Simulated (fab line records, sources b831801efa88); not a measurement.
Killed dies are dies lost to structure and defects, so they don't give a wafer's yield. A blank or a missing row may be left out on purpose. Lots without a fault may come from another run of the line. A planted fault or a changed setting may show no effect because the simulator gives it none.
fab line records | flow sky130
record lots=24 wafers=72 last_day=50
route steps=708 shown POLY_CUT@315 LI_CONTACT@363 METAL1@438 METAL3@564 VIA3@594
lots that met no fault: from a run of the same line without faults
start_h: hours from the record's first day to the start of the lot's first wafer shown | wait_h: hours since the lot's step before | " the same as in the row above | L1.1+2: a row that stands for several wafers | - no value, or no start given | * or withheld: withheld | < > ~ a bound
route shown NAME@n: a module of which the file shows steps, and the number in the route of the first | usual: mean/standard deviation of fault-free wafers | same: alike in all rows | chamber/n: place in a boat | sites: the reading at each site | _std_site: their standard deviation | _edge_site: outer sites' mean less inner sites' | radius_mm: how far each site lies from the wafer's centre | mask NAME#n: copy n | behind: the tool/chamber that last shaped the wafer | hold: why the lot was held/for how many hours/how that ended | device: the transistor (n, p or np) that didn't switch | end of line: the same wafers' tests at the end of the route | a step without rows: its recipe alone | killed: dies lost to structure and defects at the first sort, not the wafer's yield | map: a wafer's dies, x killed, . not, _ none there
set.NAME: the setting as run; set.NAME@STEP: as run at that earlier step | model.NAME: the simulator's own value behind a step, which no gauge read
steps of the route over a sample of lots; a table a step, a row a wafer
services: from which hour (start_h, from the record's first day; less than 0 if before it) a tool's chamber was out of use, for how many hours, and why
## steps
# step SKY_POLY_CUT_CD_MEAS_08
# recipe target_cd_nm=270
# usual cd_nm=269.8/1.7
# columns lot.wafer tool chamber start_h wait_h cd_nm
L074.1 cd_sem-02 - 558.43 - 272.3
L074.2 " - " " 271.9
L074.6 " - " " 272.0
L075.1 cd_sem-01 - 570.08 - 269.4
L075.2 " - " " 268.6
L075.6 " - " " 269.0
L076.1 cd_sem-02 - 580.18 - 271.1
L076.3 " - " " 270.4
L076.4 " - " " 270.2
L077.1 cd_sem-01 - 588.02 - 268.9
L077.2 " - " " 270.1
L077.6 " - " " 269.6
L078.4 cd_sem-01 - 601.73 - 272.8
L078.5 " - " " 272.5
L078.6 " - " " 271.9
L079.1 cd_sem-02 - 606.48 - 268.6
L079.3 " - " " 270.7
L079.6 " - " " 270.0
L080.2 cd_sem-01 - 615.60 - 272.2
L080.5 " - " " 271.9
L080.6 " - " " 270.3
L081.2 cd_sem-01 - 617.29 - 269.2
L081.3 " - " " 268.7
L081.4 " - " " 268.6
L082.1 cd_sem-01 - 650.67 - 268.0
L082.2 " - " " 268.7
L082.5 " - " " 268.7
L083.1 cd_sem-01 - 651.37 - 270.4
L083.2 " - " " 268.5
L083.5 " - " " 267.3
L084.1 cd_sem-02 - 651.72 - 268.2
L084.4 " - " " 267.3
L084.6 " - " " 267.6
L085.1 cd_sem-02 - 658.32 - 267.3
L085.2 " - " " 268.7
L085.3 " - " " 268.9
L086.1 cd_sem-01 - 665.62 - 272.7
L086.4 " - " " 271.9
L086.6 " - " " 270.9
L087.1 cd_sem-02 - 685.58 - 268.9
L087.2 " - " " 269.8
L087.6 " - " " 270.7
L088.1 cd_sem-02 - 687.98 - 269.9
L088.3 " - " " 270.7
L088.4 " - " " 269.7
L090.2 cd_sem-01 - 697.30 - 268.7
L090.4 " - " " 267.6
L090.6 " - " " 270.0
L089.2 cd_sem-02 - 698.64 - 272.5
L089.5 " - " " 273.0
L089.6 " - " " 272.2
L091.1 cd_sem-01 - 703.98 - 266.7
L091.4 " - " " 265.9
L091.5 " - " " 267.1
L092.1 cd_sem-01 - 713.38 - 269.0
L092.5 " - " " 268.5
L092.6 " - " " 270.8
L093.4 cd_sem-01 - 719.39 - 269.8
L093.5 " - " " 270.5
L093.6 " - " " 269.3
L094.3 cd_sem-02 - 726.42 - 269.7
L094.4 " - " " 269.2
L094.6 " - " " 270.6
L095.2 cd_sem-01 - 737.79 - 269.1
L095.3 " - " " 268.0
L095.6 " - " " 267.8
L096.2 cd_sem-02 - 744.15 - 271.7
L096.4 " - " " 271.1
L096.6 " - " " 271.7
L097.1 cd_sem-02 - 745.42 - 271.3
L097.2 " - " " 269.8
L097.6 " - " " 269.7
# step SKY_LI_CONTACT_THK_MEAS_01
# recipe reads=PSG_of_LI_CONTACT_HDPCVD_00
# usual LI_CONTACT_HDPCVD_THK=926/15
# columns lot.wafer tool chamber start_h wait_h LI_CONTACT_HDPCVD_THK[nm]
L074.1 film_metro-03 - 647.55 0.1 913
L074.2 " - " " 924
L074.6 " - " " 911
L075.1 film_metro-03 - 658.39 0.1 920
L075.2 " - " " 896
L075.6 " - " " 928
L076.1 film_metro-04 - 668.48 0.1 917
L076.3 " - " " 924
L076.4 " - " " 921
L077.1 film_metro-01 - 676.20 0.1 913
L077.2 " - " " 947
L077.6 " - " " 938
L078.4 film_metro-03 - 688.79 0.0 918
L078.5 " - " " 909
L078.6 " - " " 911
L079.1 film_metro-04 - 696.06 0.1 899
L079.3 " - " " 922
L079.6 " - " " 920
L080.2 film_metro-04 - 702.67 0.1 909
L080.5 " - " " 917
L080.6 " - " " 910
L081.2 film_metro-01 - 704.97 0.1 928
L081.3 " - " " 945
L081.4 " - " " 926
L082.1 film_metro-01 - 737.26 0.1 942
L082.2 " - " " 923
L082.5 " - " " 930
L083.1 film_metro-01 - 738.11 0.1 907
L083.2 " - " " 923
L083.5 " - " " 944
L084.1 film_metro-01 - 738.36 0.1 948
L084.4 " - " " 940
L084.6 " - " " 916
L085.1 film_metro-03 - 743.14 0.1 936
L085.2 " - " " 910
L085.3 " - " " 949
L086.1 film_metro-03 - 751.44 0.1 921
L086.4 " - " " 924
L086.6 " - " " 912
L087.1 film_metro-04 - 770.16 0.1 907
L087.2 " - " " 941
L087.6 " - " " 928
L088.1 film_metro-03 - 771.54 0.1 924
L088.3 " - " " 932
L088.4 " - " " 908
L090.2 film_metro-03 - 781.50 0.1 901
L090.4 " - " " 909
L090.6 " - " " 941
L089.2 film_metro-01 - 782.82 0.1 939
L089.5 " - " " 915
L089.6 " - " " 923
L091.1 film_metro-01 - 786.06 0.1 936
L091.4 " - " " 954
L091.5 " - " " 936
L092.1 film_metro-01 - 796.10 0.1 945
L092.5 " - " " 932
L092.6 " - " " 933
L093.4 film_metro-03 - 802.17 0.0 928
L093.5 " - " " 942
L093.6 " - " " 954
L094.3 film_metro-04 - 808.48 0.1 916
L094.4 " - " " 937
L094.6 " - " " 903
L095.2 film_metro-01 - 819.65 0.1 929
L095.3 " - " " 942
L095.6 " - " " 939
L096.2 film_metro-04 - 826.32 0.1 930
L096.4 " - " " 941
L096.6 " - " " 903
L097.1 film_metro-04 - 827.84 0.1 924
L097.2 " - " " 905
L097.6 " - " " 911
# step SKY_LI_CONTACT_RS_MEAS_22
# recipe thk_meas_gauge=four-point-probe reads=W_of_LI_CONTACT_CVD_21+TiN_of_LI_CONTACT_SPUTTER_20+Ti_of_LI_CONTACT_SPUTTER_19
# usual LI_CONTACT_W_RS=0.283/0.0043
# columns lot.wafer tool chamber start_h wait_h LI_CONTACT_W_RS[ohm/sq]
L074.1 film_metro-04 - 677.77 0.1 0.282
L074.2 " - " " 0.281
L074.6 " - " " 0.279
L075.1 film_metro-04 - 688.70 0.1 0.281
L075.2 " - " " 0.288
L075.6 " - " " 0.284
L076.1 film_metro-04 - 697.77 0.1 0.274
L076.3 " - " " 0.288
L076.4 " - " " 0.276
L077.1 film_metro-04 - 705.79 0.1 0.291
L077.2 " - " " 0.280
L077.6 " - " " 0.277
L078.4 film_metro-01 - 717.47 0.1 0.288
L078.5 " - " " 0.279
L078.6 " - " " 0.289
L079.1 film_metro-03 - 731.71 0.1 0.283
L079.3 " - " " 0.283
L079.6 " - " " 0.284
L080.2 film_metro-01 - 731.85 0.1 0.280
L080.5 " - " " 0.287
L080.6 " - " " 0.280
L081.2 film_metro-03 - 733.29 0.1 0.281
L081.3 " - " " 0.285
L081.4 " - " " 0.284
L082.1 film_metro-01 - 765.76 0.1 0.282
L082.2 " - " " 0.282
L082.5 " - " " 0.284
L083.1 film_metro-01 - 766.42 0.1 0.277
L083.2 " - " " 0.291
L083.5 " - " " 0.287
L084.1 film_metro-03 - 767.17 0.1 0.287
L084.4 " - " " 0.288
L084.6 " - " " 0.286
L085.1 film_metro-01 - 771.72 0.1 0.282
L085.2 " - " " 0.286
L085.3 " - " " 0.285
L086.1 film_metro-04 - 780.12 0.1 0.274
L086.4 " - " " 0.275
L086.6 " - " " 0.272
L087.1 film_metro-01 - 798.31 0.1 0.283
L087.2 " - " " 0.283
L087.6 " - " " 0.279
L088.1 film_metro-03 - 799.17 0.1 0.290
L088.3 " - " " 0.290
L088.4 " - " " 0.280
L090.2 film_metro-04 - 809.13 0.1 0.281
L090.4 " - " " 0.284
L090.6 " - " " 0.276
L089.2 film_metro-01 - 811.06 0.1 0.284
L089.5 " - " " 0.282
L089.6 " - " " 0.284
L091.1 film_metro-01 - 813.77 0.1 0.284
L091.4 " - " " 0.282
L091.5 " - " " 0.280
L092.1 film_metro-03 - 824.16 0.1 0.279
L092.5 " - " " 0.287
L092.6 " - " " 0.282
L093.4 film_metro-03 - 830.43 0.1 0.275
L093.5 " - " " 0.283
L093.6 " - " " 0.274
L094.3 film_metro-03 - 836.25 0.1 0.278
L094.4 " - " " 0.283
L094.6 " - " " 0.281
L095.2 film_metro-04 - 847.84 0.1 0.290
L095.3 " - " " 0.290
L095.6 " - " " 0.286
L096.2 film_metro-04 - 854.59 0.1 0.281
L096.4 " - " " 0.280
L096.6 " - " " 0.281
L097.1 film_metro-04 - 855.47 0.1 0.279
L097.2 " - " " 0.284
L097.6 " - " " 0.283
# step SKY_METAL1_SPUTTER_04
# recipe material=TiN target_thk_nm=70 power_w=6500 time_s=58.3 chamber_pressure_pa=0.4
# usual cathode_dc_power_W=6500.0/1.2 throttle_valve_pct=30.0/0.62
# columns lot.wafer tool chamber start_h wait_h cathode_dc_power_W throttle_valve_pct
L074.1 pvd_sputter-03 - 737.16 0.0 6499.8 30.1
L074.2 " - " " 6503.0 30.5
L074.6 " - " " 6498.7 29.0
L075.1 pvd_sputter-01 - 747.50 0.0 6500.7 29.8
L075.2 " - " " 6500.4 29.6
L075.6 " - " " 6499.0 31.0
L076.1 pvd_sputter-03 - 756.69 0.0 6500.9 30.3
L076.3 " - " " 6500.8 30.1
L076.4 " - " " 6499.9 29.3
L077.1 pvd_sputter-02 - 763.51 0.0 6499.4 30.5
L077.2 " - " " 6502.0 29.2
L077.6 " - " " 6499.5 30.2
L078.4 pvd_sputter-03 - 775.11 0.0 6499.1 31.0
L078.5 " - " " 6500.7 29.0
L078.6 " - " " 6500.8 30.4
L079.1 pvd_sputter-03 - 789.46 0.0 6499.4 30.1
L079.3 " - " " 6500.6 29.7
L079.6 " - " " 6501.3 29.4
L080.2 pvd_sputter-02 - 789.81 0.0 6499.7 29.9
L080.5 " - " " 6501.7 29.3
L080.6 " - " " 6498.3 30.0
L081.2 pvd_sputter-01 - 790.46 0.0 6500.0 29.2
L081.3 " - " " 6501.3 31.1
L081.4 " - " " 6500.1 29.5
L082.1 pvd_sputter-02 - 823.29 0.0 6501.2 29.8
L082.2 " - " " 6500.6 29.9
L082.5 " - " " 6501.6 30.4
L083.1 pvd_sputter-01 - 824.77 0.0 6501.7 29.3
L083.2 " - " " 6501.3 29.7
L083.5 " - " " 6501.0 29.5
L084.1 pvd_sputter-02 - 825.11 0.0 6498.5 30.6
L084.4 " - " " 6501.1 29.9
L084.6 " - " " 6499.7 29.7
L085.1 pvd_sputter-02 - 829.46 0.0 6499.8 29.3
L085.2 " - " " 6496.1 30.2
L085.3 " - " " 6499.4 30.1
L086.1 pvd_sputter-01 - 836.76 0.0 6499.3 29.8
L086.4 " - " " 6499.2 29.6
L086.6 " - " " 6497.7 29.9
L087.1 pvd_sputter-02 - 856.22 0.0 6499.5 30.5
L087.2 " - " " 6499.9 30.0
L087.6 " - " " 6501.2 30.0
L088.1 pvd_sputter-03 - 856.42 0.0 6502.4 30.3
L088.3 " - " " 6501.6 30.9
L088.4 " - " " 6499.6 30.5
L090.2 pvd_sputter-01 - 866.06 0.0 6500.7 31.1
L090.4 " - " " 6499.4 29.0
L090.6 " - " " 6499.8 31.0
L089.2 pvd_sputter-01 - 867.78 0.0 6500.5 29.4
L089.5 " - " " 6501.8 30.7
L089.6 " - " " 6499.6 29.5
L091.1 pvd_sputter-02 - 870.08 0.0 6499.3 30.1
L091.4 " - " " 6500.2 29.5
L091.5 " - " " 6500.1 30.1
L092.1 pvd_sputter-02 - 879.76 0.0 6502.7 30.0
L092.5 " - " " 6500.0 30.1
L092.6 " - " " 6501.3 30.6
L093.4 pvd_sputter-03 - 887.67 0.0 6499.4 30.9
L093.5 " - " " 6500.3 30.5
L093.6 " - " " 6501.2 29.3
L094.3 pvd_sputter-03 - 892.18 0.0 6500.3 30.7
L094.4 " - " " 6500.5 30.6
L094.6 " - " " 6501.2 30.1
L095.2 pvd_sputter-03 - 904.06 0.0 6499.2 29.2
L095.3 " - " " 6501.6 30.4
L095.6 " - " " 6501.0 29.3
L096.2 pvd_sputter-01 - 909.11 0.0 6501.1 29.3
L096.4 " - " " 6499.7 29.2
L096.6 " - " " 6500.5 29.5
L097.1 pvd_sputter-02 - 910.96 0.0 6500.2 30.0
L097.2 " - " " 6500.5 29.2
L097.6 " - " " 6501.9 29.4
# step SKY_METAL3_OVL_MEAS_14
# usual METAL3_OVL=3/5.2
# columns lot.wafer tool chamber start_h wait_h METAL3_OVL[nm]
L074.1 overlay-02 - 904.00 0.1 2
L074.2 " - " " 9
L074.6 " - " " 3
L075.1 overlay-02 - 914.44 0.1 5
L075.2 " - " " -5
L075.6 " - " " 3
L076.1 overlay-02 - 921.55 0.1 5
L076.3 " - " " 6
L076.4 " - " " 3
L077.1 overlay-02 - 929.74 0.1 -2
L077.2 " - " " 1
L077.6 " - " " 4
L078.4 overlay-02 - 939.51 0.1 10
L078.5 " - " " 8
L078.6 " - " " 8
L079.1 overlay-02 - 950.94 0.1 8
L079.3 " - " " 6
L079.6 " - " " 8
L080.2 overlay-02 - 951.89 0.1 1
L080.5 " - " " 0
L080.6 " - " " 1
L081.2 overlay-02 - 952.85 0.1 -6
L081.3 " - " " 0
L081.4 " - " " -4
L082.1 overlay-02 - 982.05 0.1 -2
L082.2 " - " " -3
L082.5 " - " " 0
L083.1 overlay-02 - 983.20 0.1 1
L083.2 " - " " 9
L083.5 " - " " -5
L084.1 overlay-01 - 984.15 0.1 10
L084.4 " - " " 10
L084.6 " - " " 7
L085.1 overlay-02 - 988.84 0.1 -3
L085.2 " - " " 0
L085.3 " - " " -1
L086.1 overlay-01 - 995.99 0.1 -4
L086.4 " - " " -3
L086.6 " - " " 5
L087.1 overlay-01 - 1012.95 0.1 0
L087.2 " - " " 1
L087.6 " - " " -3
L088.1 overlay-01 - 1013.80 0.1 0
L088.3 " - " " 6
L088.4 " - " " 3
L090.2 overlay-01 - 1022.16 0.1 6
L090.4 " - " " 1
L090.6 " - " " -4
L089.2 overlay-01 - 1023.46 0.1 -7
L089.5 " - " " -6
L089.6 " - " " 3
L091.1 overlay-02 - 1024.89 0.1 -1
L091.4 " - " " 6
L091.5 " - " " 10
L092.1 overlay-02 - 1032.20 0.1 3
L092.5 " - " " 10
L092.6 " - " " 4
L093.4 overlay-02 - 1039.92 0.1 9
L093.5 " - " " 5
L093.6 " - " " 2
L094.3 overlay-02 - 1046.25 0.1 -2
L094.4 " - " " 2
L094.6 " - " " 2
L095.2 overlay-02 - 1056.21 0.1 -7
L095.3 " - " " 7
L095.6 " - " " -4
L096.2 overlay-02 - 1058.89 0.1 12
L096.4 " - " " 14
L096.6 " - " " 14
L097.1 overlay-02 - 1059.84 0.1 9
L097.2 " - " " 6
L097.6 " - " " 10
# step SKY_VIA3_CVD_21
# recipe material=W target_thk_nm=390 time_s=117.31 temp_c=400 pressure_torr=40
# usual heater_power_w=805/34
# columns lot.wafer tool chamber start_h wait_h heater_power_w
L074.1 cvd_w-01 1 931.43 0.0 790
L074.2 " 0 " " 740
L074.6 " 0 " " 747
L075.1 cvd_w-02 1 942.85 0.0 824
L075.2 " 0 " " 829
L075.6 " 0 " " 826
L076.1 cvd_w-02 1 948.70 0.0 835
L076.3 " 1 " " 833
L076.4 " 0 " " 826
L077.1 cvd_w-02 1 957.03 0.0 821
L077.2 " 0 " " 841
L077.6 " 0 " " 819
L078.4 cvd_w-01 0 966.77 0.1 748
L078.5 " 1 " " 798
L078.6 " 0 " " 745
L079.1 cvd_w-01 0 977.79 0.0 741
L079.3 " 1 " " 798
L079.6 " 1 " " 786
L080.2 cvd_w-01 0 978.35 0.0 735
L080.5 " 0 " " 737
L080.6 " 1 " " 822
L081.2 cvd_w-02 1 979.77 0.0 847
L081.3 " 0 " " 838
L081.4 " 1 " " 827
L082.1 cvd_w-02 0 1008.10 0.0 825
L082.2 " 1 " " 829
L082.5 " 1 " " 834
L083.1 cvd_w-02 0 1009.08 0.0 830
L083.2 " 1 " " 826
L083.5 " 1 " " 834
L084.1 cvd_w-02 1 1010.58 0.0 832
L084.4 " 0 " " 804
L084.6 " 0 " " 850
L085.1 cvd_w-02 0 1015.55 0.0 836
L085.2 " 1 " " 827
L085.3 " 1 " " 824
L086.1 cvd_w-02 1 1021.86 0.0 832
L086.4 " 0 " " 815
L086.6 " 0 " " 824
L087.1 cvd_w-01 1 1037.78 0.0 774
L087.2 " 0 " " 754
L087.6 " 1 " " 800
L088.1 cvd_w-02 0 1038.49 0.0 823
L088.3 " 0 " " 817
L088.4 " 1 " " 851
L089.2 cvd_w-02 0 1048.24 0.0 813
L089.5 " 0 " " 842
L089.6 " 1 " " 846
L090.2 cvd_w-01 1 1048.48 0.0 796
L090.4 " 1 " " 796
L090.6 " 1 " " 792
L091.1 cvd_w-01 1 1050.15 0.0 805
L091.4 " 1 " " 804
L091.5 " 1 " " 797
L092.1 cvd_w-01 1 1057.11 0.0 793
L092.5 " 1 " " 821
L092.6 " 0 " " 745
L093.4 cvd_w-02 1 1064.98 0.0 837
L093.5 " 0 " " 823
L093.6 " 1 " " 835
L094.3 cvd_w-01 1 1070.86 0.1 790
L094.4 " 1 " " 802
L094.6 " 1 " " 789
L095.2 cvd_w-02 0 1080.23 0.0 847
L095.3 " 1 " " 839
L095.6 " 1 " " 835
L096.2 cvd_w-01 1 1081.65 0.0 787
L096.4 " 0 " " 766
L096.6 " 0 " " 737
L097.1 cvd_w-01 0 1084.08 0.0 737
L097.2 " 1 " " 807
L097.6 " 0 " " 764
## services
# columns tool chamber start_h hours kind
cvd_w-02 0 744.74 3.5 repair
cvd_w-02 - 747.25 0.5 repair
pvd_sputter-02 - 767.07 1.0 repair
pvd_sputter-02 - 794.50 20.5 repair
pvd_sputter-02 - 831.49 20.7 repair
cvd_w-01 1 848.64 2.8 repair
cvd_w-02 - 849.73 6.9 pm
pvd_sputter-02 0 859.44 - consumable_replace:kit
pvd_sputter-02 0 859.44 18.0 scheduled_down
pvd_sputter-02 0 859.44 18.0 vent_cycle
cvd_w-02 - 885.24 2.8 pm
pvd_sputter-02 - 885.51 20.8 repair
cvd_w-01 - 904.00 14.0 pm
cvd_w-01 0 904.00 14.0 vent_cycle
cvd_w-01 1 904.00 14.0 vent_cycle
pvd_sputter-03 - 907.85 36.5 repair
cvd_w-02 - 916.70 1.4 repair
cvd_w-01 0 918.00 - clean
cvd_w-01 1 918.00 - clean
cvd_w-01 - 932.55 1.4 repair
cvd_w-01 - 984.94 6.0 pm
pvd_sputter-01 - 996.94 1.3 repair
pvd_sputter-02 3 1048.96 - consumable_replace:kit
cvd_w-01 0 1070.06 7.8 repair
## key
fault none
